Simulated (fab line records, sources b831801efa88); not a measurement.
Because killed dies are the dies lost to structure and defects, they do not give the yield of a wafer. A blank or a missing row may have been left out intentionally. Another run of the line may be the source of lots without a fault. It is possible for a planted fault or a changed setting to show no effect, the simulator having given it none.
Chamber matching | flow gf180mcu | 3 sister chambers for GF_PASSIVATION_CVD_02 on pecvd-01
The step deposits Si3N4, target thk 700 nm, time 486.18 s. 14 wafers are shown with their chamber, then 7 later ones without.

== EACH WAFER AND ITS CHAMBER ==
wafer  | chamber | heater_power_w (W)
L978.1 | 1       | 667
L978.2 | 0       | 759
L978.3 | 2       | 867
L980.2 | 2       | 819
L980.3 | 0       | 662
L980.6 | 0       | 699
L981.1 | 2       | 969
L981.2 | 1       | 708
L981.4 | 0       | 763
L982.1 | 1       | 711
L982.5 | 0       | 669
L982.6 | 1       | 566
L983.3 | 0       | 705
L983.4 | 2       | 1007

SIGNATURES (means of the wafers above)
reading        | chamber 0 | chamber 1 | chamber 2 | scatter within a chamber
heater_power_w | 709.50    | 663.00    | 915.50    | 64.7
Rule: a wafer lies at a distance from a chamber equal to the root of the sum of squares, over the readings, of (its reading less the chamber's mean, divided by the reading's scatter). The wafer belongs to the nearest chamber; if the next one is less than 2 further off, it can't be placed. The scatter is the square root of a quotient: the sum, over the shown wafers, of each reading's squared deviation from its chamber's mean, divided by wafers minus chambers.

== WAFERS WITH NO CHAMBER GIVEN ==
wafer  | heater_power_w (W)
L983.5 | 630
L996.2 | 712
L996.4 | 740
L996.6 | 581
L998.1 | 891
L998.2 | 670
L998.4 | 689

== CHAMBER TAKEN BY EACH ==
wafer  | from the rows above     | in truth
L983.5 | can't be placed: 1 or 0 | 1
L996.2 | can't be placed: 0 or 1 | 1
L996.4 | can't be placed: 0 or 1 | 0
L996.6 | can't be placed: 1 or 0 | 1
L998.1 | 2                       | 2
L998.2 | can't be placed: 1 or 0 | 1
L998.4 | can't be placed: 0 or 1 | 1
Correctly placed: 1 of 7. Not placeable from these rows: 6 (in 6, the candidates include the true chamber). Number placed wrongly: 0.
